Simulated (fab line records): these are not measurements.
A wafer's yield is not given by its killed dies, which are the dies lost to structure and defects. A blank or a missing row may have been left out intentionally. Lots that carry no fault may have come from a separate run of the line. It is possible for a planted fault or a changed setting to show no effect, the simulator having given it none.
Struck lot and sound lot, side by side + flow sky130 + 18 steps out of a route of 708
Sound: wafers L891.1, L891.4, L891.6. The struck wafers were L903.3, L903.4, L903.6. The cause is given at the end.
Each step with rows lists, per side, the tool, then ch with its chambers, then its first start. Under that, the readings that differ: sound wafers + struck wafers + difference of the means + sigmas: that difference in standard deviations of wafers without a fault.
alike: a reading whose means differ by less than 2 such deviations, as well as words and numbers matching on both sides. not compared: withheld readings; readings where some wafer has no value; bounds like >300 that might hide an equal value; numbers whose values overlap and for which the record gives no deviation.
The two part at a step that has a row with sigmas, a row that says differs or no value, or rows on one side only. Non-overlapping numbers with no deviation appear without sigmas and do not part them. Lack of a reading on every wafer of one side parts them only where that side has two or more wafers.

first, 3 steps without rows for these wafers: SKY_SONOS_ONO_WET_ETCH_18 (etches Si3N4 in H3PO4, target depth 15 nm, time 172 s); SKY_GATE_OXIDE_CLEAN_00 (cleans in SC1/SC2, time 150 s); SKY_GATE_OXIDE_OXIDATION_01 (stabilise 600 s, purge 300 s, target thk 10.268 nm).
SKY_GATE_OXIDE_THK_MEAS_02:
  sound: film_metro-03 at day 13 23:35; struck: film_metro-03 at day 17 20:47
  alike: GATE_OXIDE_OXIDATION_00_THK
then, 7 steps without rows for these wafers: SKY_GATE_OXIDE_DEHYDRATE_03 (time 60 s); SKY_GATE_OXIDE_HMDS_04 (prime time 60 s); SKY_GATE_OXIDE_COAT_05 (resist thk 1140 nm); SKY_GATE_OXIDE_SOFTBAKE_06 (time 60 s); SKY_GATE_OXIDE_EXPOSE_07 (exposes mask LVOM, target cd 600 nm); SKY_GATE_OXIDE_PEB_08; SKY_GATE_OXIDE_DEVELOP_09 (develop time 60 s).
SKY_GATE_OXIDE_OVL_MEAS_10:
  sound: overlay-01 at day 15 00:01; struck: overlay-02 at day 19 02:38
  alike: GATE_OXIDE_OVL
SKY_GATE_OXIDE_IMPLANT_11:
  sound on implanter-01 ch 0, day 15 00:03; struck on implanter-03 ch 0, day 19 02:42
| reading                   | sound             | struck            | difference | sigmas |
|---------------------------|-------------------|-------------------|------------|--------|
| implant_ion_amu           | 11 11 11          | 49 49 49          | +38        |        |
| model.implant.rp_nm (nm)  | 33.78 33.78 33.78 | 10.14 10.14 10.14 | -23.64     |        |
| model.implant.drp_nm (nm) | 17.11 17.11 17.11 | 6.005 6.005 6.005 | -11.105    |        |
then, 1 step without rows for these wafers: SKY_GATE_OXIDE_WET_ETCH_12 (etches SiO2 in dHF, target depth 16.8 nm, time 336 s).
SKY_GATE_OXIDE_STRIP_13: strips in O2/N2.
  sound on plasma_asher-04 ch 0,1, day 15 00:18; struck on plasma_asher-04 ch 0,1, day 19 02:56
  alike: drypump_motor_current_A, oes_product_au, strip_time_to_endpoint_s
  not compared: rf_hours_counter_h
SKY_GATE_OXIDE_TW_MEAS_14:
  sound: film_metro-02 at day 15 00:24; struck: film_metro-02 at day 19 03:01
| reading       | sound             | struck            | difference | sigmas |
|---------------|-------------------|-------------------|------------|--------|
| GATE_OXIDE_TW | 224.8 224.7 223.8 | 328.7 328.3 327.4 | +103.7     | +43    |
then, 1 step without rows for these wafers: SKY_GATE_OXIDE_CLEAN_15 (cleans in SC1/SC2, time 150 s).
-- here the record skips 31 days between the struck wafers' starts before and after, leaving off in module GATE_OXIDE and picking up in module PAD_OPEN (first step shown: number 708 of the route) --
SKY_PAD_OPEN_PROBE_99:
  sound: prober-01 at day 46 19:30; struck: prober-02 at day 49 23:15
| reading                                   | sound             | struck            | difference | sigmas |
|-------------------------------------------|-------------------|-------------------|------------|--------|
| model.etest.tip_p.rs_ohm_sq               | 6867 6932 6859    | 7659 7645 7641    | +762       |        |
| model.etest.pfet_01v8.r_on_ohm_um         | 2881 2943 2888    | 3349 3454 3322    | +471       |        |
| model.etest.nfet_01v8_lvt.drive_ua_um     | 568.1 556.4 571.6 | 629.2 617.1 638.7 | +63.0      |        |
| model.etest.pfet_01v8_lvt.drive_ua_um     | 176.3 175.7 177.5 | 105.3 103.7 106.8 | -71.2      |        |
| model.etest.nfet_01v8.drive_ua_um         | 492.1 488.7 493.2 | 547.9 534.8 547.2 | +52.0      |        |
| model.etest.nfet_01v8_swapped.drive_ua_um | 496 488.5 498.3   | 541.1 535.5 556.7 | +50.2      |        |
| model.etest.nfet_01v8_turned.drive_ua_um  | 497.2 490.3 497.8 | 543.9 539.7 549.3 | +49.2      |        |
| model.etest.sram_nfet_pass.drive_ua_um    | 468.6 477.2 473.8 | 517.9 495.4 541.7 | +45.1      |        |
  alike: killed_at_M0_to_M3, killed_at_M4_up, killed_at_contacts, killed_at_front_end, killed_at_other, killed_dies, killed_open, killed_short

WHERE THEY PART
At SKY_GATE_OXIDE_TW_MEAS_14 and nowhere else, as far as this record goes. Later steps at which nothing parts them and some readings are alike: SKY_PAD_OPEN_PROBE_99.

WHY: whatever the simulator had introduced
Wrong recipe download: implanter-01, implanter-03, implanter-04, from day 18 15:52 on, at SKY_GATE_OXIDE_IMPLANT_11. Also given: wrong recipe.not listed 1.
